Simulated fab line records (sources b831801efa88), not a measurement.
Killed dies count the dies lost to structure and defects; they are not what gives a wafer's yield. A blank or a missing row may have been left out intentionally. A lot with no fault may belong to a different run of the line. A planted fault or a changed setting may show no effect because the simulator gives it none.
fab line records ; flow gf180mcu ; part 2 of 2: steps 26 to 35 of 35
[record] lots = 5; wafers = 15; last_day = 34
route steps=602 shown POLY_GATE@172 HV_LDD@176
lots untouched by any fault: they come from a run of this same line in which no faults occurred
start_h: the number of hours between the record's first day and the start of the first shown wafer of the lot ; wait_h: how many hours have passed since the lot's step before this one ; " the same as in the row above ; L1.1+2: a row that stands for several wafers ; - either no value or no given start ; * or withheld: withheld ; < > ~ a bound
route shown NAME@n: a module of which the file shows steps, and the number in the route of the first ; usual: mean and standard deviation over wafers with no fault ; same: alike in all rows ; chamber/n: place in a boat ; sites: readings site by site ; _std_site: how widely they spread, as a standard deviation ; _edge_site: mean of outer sites minus mean of inner sites ; radius_mm: how far each site lies from the wafer's centre ; mask NAME#n: copy n ; behind: the last tool/chamber to shape the wafer ; hold: cause of the lot's hold/its duration in hours/its outcome ; device: transistor that didn't switch, given as n, p or np ; end of line: tests of these same wafers at the route's end ; for a step that has no rows: nothing shown but its recipe ; killed: dies lost to structure and defects at the first sort, not the wafer's yield ; map: a wafer's dies, marking killed ones x, the rest . and places with no die _
set.NAME: setting as actually run; set.NAME@STEP: the setting as run at that earlier step ; model.NAME: the simulator's own value behind a step, which no gauge read
lots at some steps of the route; a table a step, a row a wafer
services: a tool's chamber out of use, with start hour (start_h, from the record's first day; less than 0 if before it), hours out, and reason
[[steps]]
[step GF_HV_LDD_IMPLANT_21]
[recipe] species = BF2; energy_kev = 25; dose_cm2 = 5e+13; tilt_deg = 7
[usual] beam_energy_keV = 25.001/0.0081; end_station_pressure_torr = 5.18e-06/2.6e-07
lot.wafer;tool;chamber;start_h;wait_h;beam_energy_keV;end_station_pressure_torr
L081.2;implanter-04;0;289.19;0.0;24.997;5.07e-06
L081.4;implanter-04;0;289.19;0.0;25.000;5.14e-06
L081.6;implanter-04;0;289.19;0.0;25.012;4.97e-06
L084.1;implanter-04;0;313.81;0.0;24.997;5.23e-06
L084.2;implanter-04;0;313.81;0.0;25.009;5.27e-06
L084.4;implanter-04;0;313.81;0.0;25.017;5.58e-06
L086.1;implanter-01;0;327.16;0.0;25.001;5.39e-06
L086.3;implanter-01;0;327.16;0.0;24.997;5.34e-06
L086.6;implanter-01;0;327.16;0.0;25.006;5.06e-06
L087.4;implanter-03;0;332.64;0.1;24.997;5.31e-06
L087.5;implanter-03;0;332.64;0.1;24.998;5.35e-06
L087.6;implanter-03;0;332.64;0.1;24.990;5.24e-06
L093.1;implanter-01;0;390.49;0.0;25.003;5.27e-06
L093.4;implanter-01;0;390.49;0.0;24.992;4.44e-06
L093.5;implanter-01;0;390.49;0.0;24.995;5.43e-06
[step GF_HV_LDD_STRIP_22]
[recipe] chemistry = O2/N2; power_w = 1400; pressure_mtorr = 1500; platen_temp_c = 250; o2_flow_sccm = 3000; n2_flow_sccm = 300; overash_fraction = 0.5
[usual] drypump_motor_current_A = 6.17/0.3; heater_power_w = 335/30; oes_product_au = 0.716/0.0044; strip_time_to_endpoint_s = 12.63/0.042
lot.wafer;tool;chamber;start_h;wait_h;drypump_motor_current_A;heater_power_w;oes_product_au;rf_hours_counter_h;strip_time_to_endpoint_s
L081.2;plasma_asher-02;0;289.31;0.1;6.41;299;0.716;67;12.67
L081.4;plasma_asher-02;1;289.31;0.1;6.34;366;0.723;-;12.61
L081.6;plasma_asher-02;0;289.31;0.1;6.44;310;0.713;-;12.70
L084.1;plasma_asher-02;1;313.96;0.1;6.35;369;0.724;70;12.59
L084.2;plasma_asher-02;0;313.96;0.1;6.47;310;0.726;70;12.56
L084.4;plasma_asher-02;1;313.96;0.1;6.35;379;0.711;-;12.58
L086.1;plasma_asher-04;1;327.31;0.1;6.21;291;0.716;52;12.64
L086.3;plasma_asher-04;1;327.31;0.1;6.21;284;0.722;-;12.64
L086.6;plasma_asher-04;0;327.31;0.1;6.67;336;0.709;-;12.67
L087.4;plasma_asher-04;1;332.75;0.1;6.18;284;0.711;-;12.64
L087.5;plasma_asher-04;1;332.75;0.1;6.22;283;0.719;-;12.61
L087.6;plasma_asher-04;0;332.75;0.1;6.67;340;0.717;-;12.64
L093.1;plasma_asher-02;1;390.64;0.1;6.37;372;0.712;78;12.66
L093.4;plasma_asher-02;1;390.64;0.1;6.36;368;0.710;-;12.70
L093.5;plasma_asher-02;0;390.64;0.1;6.44;302;0.718;-;12.71
[step GF_HV_LDD_TW_MEAS_23]
[usual] HV_LDD_2_TW = 1054/4.9
lot.wafer;tool;chamber;start_h;wait_h;HV_LDD_2_TW
L081.2;film_metro-03;-;289.42;0.1;1054
L081.4;film_metro-03;-;289.42;0.1;1056
L081.6;film_metro-03;-;289.42;0.1;1049
L084.1;film_metro-02;-;314.06;0.1;1055
L084.2;film_metro-02;-;314.06;0.1;1045
L084.4;film_metro-02;-;314.06;0.1;1045
L086.1;film_metro-02;-;327.41;0.1;1050
L086.3;film_metro-02;-;327.41;0.1;1055
L086.6;film_metro-02;-;327.41;0.1;1049
L087.4;film_metro-03;-;332.84;0.1;1052
L087.5;film_metro-03;-;332.84;0.1;1051
L087.6;film_metro-03;-;332.84;0.1;1051
L093.1;film_metro-02;-;390.74;0.1;1058
L093.4;film_metro-02;-;390.74;0.1;1062
L093.5;film_metro-02;-;390.74;0.1;1055
[step GF_HV_LDD_DEHYDRATE_24]
[recipe] temp_c = 200; time_s = 60
[usual] exhaust_pa = 45.0/0.87
lot.wafer;tool;chamber;start_h;wait_h;exhaust_pa
L081.2;litho_track-01;0;299.03;9.6;44.8
L081.4;litho_track-01;0;299.03;9.6;44.2
L081.6;litho_track-01;0;299.03;9.6;44.4
L084.1;litho_track-03;0;324.11;10.0;45.6
L084.2;litho_track-03;0;324.11;10.0;45.8
L084.4;litho_track-03;0;324.11;10.0;46.4
L086.1;litho_track-03;0;337.21;9.8;46.2
L086.3;litho_track-03;0;337.21;9.8;44.5
L086.6;litho_track-03;0;337.21;9.8;44.9
L087.4;litho_track-01;0;342.98;10.1;44.8
L087.5;litho_track-01;0;342.98;10.1;45.4
L087.6;litho_track-01;0;342.98;10.1;45.1
L093.1;litho_track-03;0;402.40;11.7;44.4
L093.4;litho_track-03;0;402.40;11.7;46.8
L093.5;litho_track-03;0;402.40;11.7;45.8
[step GF_HV_LDD_HMDS_25]
[recipe] prime_time_s = 60; prime_temp_c = 120
[usual] exhaust_pa = 45.1/0.88
lot.wafer;tool;chamber;start_h;wait_h;exhaust_pa
L081.2;litho_track-01;0;299.18;0.1;45.3
L081.4;litho_track-01;0;299.18;0.1;44.3
L081.6;litho_track-01;0;299.18;0.1;45.1
L084.1;litho_track-03;0;324.26;0.1;44.6
L084.2;litho_track-03;0;324.26;0.1;45.4
L084.4;litho_track-03;0;324.26;0.1;45.4
L086.1;litho_track-03;0;337.36;0.1;45.2
L086.3;litho_track-03;0;337.36;0.1;47.0
L086.6;litho_track-03;0;337.36;0.1;44.3
L087.4;litho_track-01;0;343.13;0.1;43.4
L087.5;litho_track-01;0;343.13;0.1;46.3
L087.6;litho_track-01;0;343.13;0.1;43.5
L093.1;litho_track-03;0;402.55;0.1;44.8
L093.4;litho_track-03;0;402.55;0.1;46.4
L093.5;litho_track-03;0;402.55;0.1;45.6
[step GF_HV_LDD_COAT_26]
[recipe] resist = NOVOLAK; spin_rpm = 3000; resist_thk_nm = 1000
[usual] exhaust_pa = 45.1/0.79
lot.wafer;tool;chamber;start_h;wait_h;exhaust_pa
L081.2;litho_track-01;0;299.33;0.1;44.8
L081.4;litho_track-01;0;299.33;0.1;44.5
L081.6;litho_track-01;0;299.33;0.1;44.5
L084.1;litho_track-03;0;324.41;0.1;46.6
L084.2;litho_track-03;0;324.41;0.1;45.2
L084.4;litho_track-03;0;324.41;0.1;45.3
L086.1;litho_track-03;0;337.51;0.1;44.3
L086.3;litho_track-03;0;337.51;0.1;45.0
L086.6;litho_track-03;0;337.51;0.1;46.6
L087.4;litho_track-01;0;343.28;0.1;46.0
L087.5;litho_track-01;0;343.28;0.1;46.5
L087.6;litho_track-01;0;343.28;0.1;45.9
L093.1;litho_track-03;0;402.70;0.1;46.3
L093.4;litho_track-03;0;402.70;0.1;44.8
L093.5;litho_track-03;0;402.70;0.1;45.3
[step GF_HV_LDD_SOFTBAKE_27]
[recipe] temp_c = 90; time_s = 60; resist = NOVOLAK
[usual] exhaust_pa = 44.7/0.91
lot.wafer;tool;chamber;start_h;wait_h;exhaust_pa
L081.2;litho_track-01;0;299.48;0.1;44.7
L081.4;litho_track-01;0;299.48;0.1;46.8
L081.6;litho_track-01;0;299.48;0.1;46.1
L084.1;litho_track-03;0;324.56;0.1;44.5
L084.2;litho_track-03;0;324.56;0.1;44.6
L084.4;litho_track-03;0;324.56;0.1;46.2
L086.1;litho_track-03;0;337.66;0.1;44.5
L086.3;litho_track-03;0;337.66;0.1;44.4
L086.6;litho_track-03;0;337.66;0.1;45.7
L087.4;litho_track-01;0;343.43;0.1;45.8
L087.5;litho_track-01;0;343.43;0.1;45.4
L087.6;litho_track-01;0;343.43;0.1;44.9
L093.1;litho_track-03;0;402.85;0.1;42.7
L093.4;litho_track-03;0;402.85;0.1;43.9
L093.5;litho_track-03;0;402.85;0.1;41.9
[step GF_HV_LDD_EXPOSE_28]
[recipe] mask_id = Nplus_HV_AREA; target_cd_nm = 400; na = 0.6; source_shape = conventional; sigma_outer = 0.6; dose_mj = 140
[usual] focus_offset_nm = 0.0/0.49
lot.wafer;tool;chamber;start_h;wait_h;mask;focus_offset_nm
L081.2;iline_stepper-02;0;-;-;Nplus_HV_AREA#0;0.2
L081.4;iline_stepper-02;0;-;-;Nplus_HV_AREA#0;0.0
L081.6;iline_stepper-02;0;-;-;Nplus_HV_AREA#0;0.3
L084.1;iline_stepper-01;0;-;-;Nplus_HV_AREA#0;-0.3
L084.2;iline_stepper-01;0;-;-;Nplus_HV_AREA#0;-0.2
L084.4;iline_stepper-01;0;-;-;Nplus_HV_AREA#0;0.4
L086.1;iline_stepper-02;0;-;-;Nplus_HV_AREA#0;0.7
L086.3;iline_stepper-02;0;-;-;Nplus_HV_AREA#0;-0.2
L086.6;iline_stepper-02;0;-;-;Nplus_HV_AREA#0;-0.5
L087.4;iline_stepper-02;0;-;-;Nplus_HV_AREA#0;0.3
L087.5;iline_stepper-02;0;-;-;Nplus_HV_AREA#0;0.6
L087.6;iline_stepper-02;0;-;-;Nplus_HV_AREA#0;0.2
L093.1;iline_stepper-01;0;-;-;Nplus_HV_AREA#0;0.8
L093.4;iline_stepper-01;0;-;-;Nplus_HV_AREA#0;-0.1
L093.5;iline_stepper-01;0;-;-;Nplus_HV_AREA#0;-1.0
[step GF_HV_LDD_PEB_29]
[recipe] temp_c = withheld; time_s = *; resist = NOVOLAK
[usual] exhaust_pa = 44.9/0.95
lot.wafer;tool;chamber;start_h;wait_h;exhaust_pa
L081.2;litho_track-01;0;-;-;45.1
L081.4;litho_track-01;0;-;-;46.7
L081.6;litho_track-01;0;-;-;44.9
L084.1;litho_track-01;0;-;-;45.1
L084.2;litho_track-01;0;-;-;44.7
L084.4;litho_track-01;0;-;-;45.2
L086.1;litho_track-01;0;-;-;43.5
L086.3;litho_track-01;0;-;-;44.0
L086.6;litho_track-01;0;-;-;45.0
L087.4;litho_track-01;0;-;-;47.0
L087.5;litho_track-01;0;-;-;46.1
L087.6;litho_track-01;0;-;-;46.0
L093.1;litho_track-03;0;-;-;45.6
L093.4;litho_track-03;0;-;-;45.7
L093.5;litho_track-03;0;-;-;45.2
[step GF_HV_LDD_DEVELOP_30]
[recipe] develop_time_s = 60; dev_temp_c = 23
[usual] exhaust_pa = 45.0/0.86
lot.wafer;tool;chamber;start_h;wait_h;exhaust_pa
L081.2;litho_track-01;0;309.58;0.1;45.1
L081.4;litho_track-01;0;309.58;0.1;46.9
L081.6;litho_track-01;0;309.58;0.1;45.6
L084.1;litho_track-01;0;335.10;0.1;44.4
L084.2;litho_track-01;0;335.10;0.1;42.7
L084.4;litho_track-01;0;335.10;0.1;44.9
L086.1;litho_track-01;0;348.15;0.1;43.7
L086.3;litho_track-01;0;348.15;0.1;44.6
L086.6;litho_track-01;0;348.15;0.1;44.1
L087.4;litho_track-01;0;354.13;0.1;46.0
L087.5;litho_track-01;0;354.13;0.1;45.0
L087.6;litho_track-01;0;354.13;0.1;45.8
L093.1;litho_track-03;0;414.35;0.1;45.5
L093.4;litho_track-03;0;414.35;0.1;45.6
L093.5;litho_track-03;0;414.35;0.1;44.6
[[services]]
tool;chamber;start_h;hours;kind
furnace-02;-;226.84;3.3;pm
iline_stepper-01;-;228.32;4.4;pm
wet_bench-04;-;232.32;1.9;pm
iline_stepper-01;-;271.25;-;calibration
iline_stepper-01;0;273.75;-;calibration
wet_bench-03;-;274.59;1.9;pm
iline_stepper-02;0;279.76;-;calibration
plasma_asher-03;-;290.07;3.3;repair
iline_stepper-01;-;299.81;1.7;pm
furnace-01;-;302.81;3.8;pm
furnace-01;-;310.28;3.6;pm
iline_stepper-02;-;322.08;11.0;repair
implanter-04;-;334.11;7.5;repair
implanter-04;-;341.59;4.0;pm
iline_stepper-01;-;342.76;3.6;repair
implanter-01;-;351.80;3.0;repair
furnace-02;-;361.26;5.1;pm
plasma_asher-04;-;370.09;10.0;pm
furnace-02;-;371.98;2.4;pm
iline_stepper-02;-;376.96;1.7;pm
implanter-03;-;379.06;0.8;repair
implanter-04;-;402.83;3.0;pm
